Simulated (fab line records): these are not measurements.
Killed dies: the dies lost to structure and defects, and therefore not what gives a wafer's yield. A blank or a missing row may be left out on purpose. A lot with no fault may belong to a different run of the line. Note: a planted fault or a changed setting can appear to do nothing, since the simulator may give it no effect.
Which tool is to blame?    flow gf180mcu    11 lots, 33 wafers sampled, at 3 steps of a route of 602

== WHAT EACH GAUGE READ, for each wafer ==
GF_V4_THK_MEAS_03.
lot   measured      on             V4_CVD_02_THK (nm)
L858  day 24 00:31  film metro-04  841 853 858
L859  day 24 06:22  film metro-03  842 844 861
L862  day 25 16:02  film metro-02  848 861 861
L866  day 26 23:42  film metro-04  1462 1492 1497
L867  day 27 16:12  film metro-04  866 861 864
L868  day 27 16:38  film metro-04  1488 1489 1483
L869  day 28 03:29  film metro-03  832 862 863
L873  day 29 03:58  film metro-02  843 867 861
L875  day 29 19:07  film metro-04  848 857 852
L877  day 30 02:18  film metro-03  837 854 845
L879  day 30 11:51  film metro-03  846 864 859

== WHAT TOOL EACH LOT RAN ON (gives the tool, then ch and the chambers of the sampled wafers, and finally the start) ==
lot   GF_V3_STRIP_18                        GF_V4_CVD_02
L858  plasma asher-04 ch 0,1, day 22 23:46  pecvd-02 ch 1,2, day 24 00:27
L859  plasma asher-04 ch 0,1, day 23 05:25  pecvd-01 ch 1,2, day 24 06:18
L862  plasma asher-04 ch 0, day 24 16:34    pecvd-02 ch 0,1, day 25 15:58
L866  plasma asher-03 ch 0, day 26 01:04    pecvd-02 ch 0,1, day 26 23:38
L867  plasma asher-02 ch 0,1, day 26 16:44  pecvd-04 ch 0,1,2, day 27 16:08
L868  plasma asher-04 ch 0,1, day 26 18:03  pecvd-02 ch 0,1,2, day 27 16:34
L869  plasma asher-04 ch 0,1, day 27 05:07  pecvd-04 ch 0,1,2, day 28 03:25
L873  plasma asher-04 ch 0,1, day 28 06:15  pecvd-04 ch 0,2, day 29 03:52
L875  plasma asher-02 ch 0,1, day 28 22:01  pecvd-04 ch 0,1,2, day 29 19:02
L877  plasma asher-04 ch 0,1, day 29 05:25  pecvd-02 ch 1,2, day 30 02:14
L879  plasma asher-04 ch 0,1, day 29 15:24  pecvd-02 ch 0,1, day 30 11:46
- GF_V3_STRIP_18: strips in O2/N2.
- GF_V4_CVD_02: deposits SiO2 from TEOS, target thk 850 nm, time 94.851 s.

== THE ANSWER, worked out from the rows above alone ==
Rule: the lots themselves supply what counts as usual. The widest of any qualifying gaps counts: lots, ordered by their means at a reading, are off when they make up no more than a third of the lots, leave a main group of 4 or more, and stand apart from it by 3 or more times the standard deviation of that group's means. The tables above print the reading to a certain number of digits; a main group whose means all agree to those digits is not used. A lot without any number at a reading at which 4 lots or more have one is off too. All remaining lots with rows at the step are treated as sound.
Off: at GF_V4_THK_MEAS_03 (V4_CVD_02_THK), L866, L868. Mean 854 nm and standard deviation 5.1 in the main group.
A tool fits if, at a process step before that reading, it ran every lot that is off, and no sound lot after the first of them. Gauges at GF_V4_THK_MEAS_03: tried the same way as those tools. Of those tried, none fits.

== WHAT THE SIMULATOR PUT IN ==
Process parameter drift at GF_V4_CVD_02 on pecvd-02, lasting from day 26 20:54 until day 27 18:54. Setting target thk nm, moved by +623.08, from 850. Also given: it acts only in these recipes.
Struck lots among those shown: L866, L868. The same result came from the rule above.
